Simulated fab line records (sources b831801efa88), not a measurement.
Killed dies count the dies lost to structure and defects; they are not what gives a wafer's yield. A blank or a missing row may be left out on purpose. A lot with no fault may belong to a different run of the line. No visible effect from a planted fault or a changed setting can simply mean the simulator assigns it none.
Comparing a struck lot with a sound one    flow sky130    20 out of 708 route steps
Sound: the wafers L512.2, L512.4, L512.6. Struck: wafers L513.2, L513.5. (L513.1 of the same lot was not struck and is left out.) The cause comes at the end.
At each step with rows: each side's tool, then ch and its chambers, then its first start. Under that, the readings that differ: sound wafers    struck wafers    difference of the means    sigmas: that difference in standard deviations of wafers without a fault.
alike: words and numbers the same on both sides, and readings whose means are apart by under 2 such deviations; not compared: readings that were withheld, readings missing a value for some wafer, numbers with overlapping values and no deviation given by the record, and bounds like >300 which may hide the same value.
A row with sigmas, a row that says differs or no value, or rows on one side alone: a step with any of these is where the two part. Non-overlapping numbers with no deviation appear without sigmas and do not part them. Lack of a reading on every wafer of one side parts them only where that side has two or more wafers.

SKY_GATE_OXIDE_OVL_MEAS_10:
  sound on overlay-02 at day 14 11:46; struck on overlay-02 at day 15 04:16
  alike: GATE_OXIDE_OVL
then, 2 steps without rows for these wafers: SKY_GATE_OXIDE_IMPLANT_11; SKY_GATE_OXIDE_WET_ETCH_12 (etches SiO2 in dHF, target depth 16.8 nm, time 336 s).
SKY_GATE_OXIDE_STRIP_13: strips in O2/N2.
  sound on plasma asher-02 ch 1, day 14 12:04; struck on plasma asher-02 ch 0,1, day 15 04:33
  alike: drypump motor current A, oes product au, strip time to endpoint s
  not compared: rf hours counter h
SKY_GATE_OXIDE_TW_MEAS_14:
  sound on film metro-03 at day 14 12:10; struck on film metro-01 at day 15 04:39
  alike: GATE_OXIDE_TW
then, 3 steps without rows for these wafers: SKY_GATE_OXIDE_CLEAN_15 (cleans in SC1/SC2, time 150 s); SKY_GATE_OXIDE_OXIDATION_16 (stabilise 600 s, purge 300 s, target thk 3.57 nm); SKY_POLY_GATE_CVD_00 (deposits poly-Si, target thk 180 nm, time 720 s).
SKY_POLY_GATE_THK_MEAS_01:
  sound on film metro-01 at day 14 16:29; struck on film metro-04 at day 15 09:24
  alike: POLY_GATE_CVD_00_THK
then, 3 steps without rows for these wafers: SKY_RES_PROTECT_DEHYDRATE_00 (time 60 s); SKY_RES_PROTECT_HMDS_01 (prime time 60 s); SKY_RES_PROTECT_COAT_02 (resist thk 1140 nm).
SKY_RES_PROTECT_SOFTBAKE_03: time 60 s.
  sound on litho track-04 ch 0, day 15 05:59; struck on litho track-04 ch 0, day 15 23:40
reading                   sound              struck       difference  sigmas
heater power total W (W)  56.57 56.60 56.63  78.25 78.34  +21.70      +99 or more
run length s (s)          89.19 89.13 89.32  50.64 50.65  -38.57      -99 or more
then, 2 steps without rows for these wafers: SKY_RES_PROTECT_EXPOSE_04 (exposes mask RPM, target cd 1270 nm); SKY_RES_PROTECT_PEB_05.
SKY_RES_PROTECT_DEVELOP_06: develop time 60 s.
  sound on litho track-04 ch 0, day 15 19:11; struck on litho track-04 ch 0, day 16 13:40
reading                                           sound           struck     difference  sigmas
model.NOVOLAK_of_RES_PROTECT_COAT_02.thk nm (nm)  1138 1140 1138  1174 1171  +34         
after that, 1 step had no rows for these wafers: SKY_POLY_GATE_IMPLANT_02.
SKY_RES_PROTECT_STRIP_07: strips in O2/N2.
  sound on plasma asher-03 ch 0,1, day 15 19:28; struck on plasma asher-04 ch 1, day 16 13:58
reading                       sound              struck       difference  sigmas
strip time to endpoint s (s)  23.26 23.28 23.23  23.67 23.64  +0.40       +10
  alike: drypump motor current A, oes product au
  not compared: rf hours counter h
SKY_RES_PROTECT_TW_MEAS_08:
  sound on film metro-04 at day 15 19:35; struck on film metro-02 at day 16 14:04
  alike: POLY_GATE_TW
-- the record jumps here: 31 days lie between the struck wafers' starts before and after (it left off in module RES_PROTECT and takes up again in module PAD_OPEN, whose first step shown is number 708 of the route) --
SKY_PAD_OPEN_PROBE_99:
  record: rows for the struck wafers here (prober-01, day 47 03:01), none for the sound ones

## WHERE THEY PART
Last at SKY_PAD_OPEN_PROBE_99 as far as this record goes, first at SKY_RES_PROTECT_SOFTBAKE_03.

WHY: whatever the simulator had introduced
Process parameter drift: litho track-04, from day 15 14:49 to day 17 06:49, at SKY_RES_PROTECT_SOFTBAKE_03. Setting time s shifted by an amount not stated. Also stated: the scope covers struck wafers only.
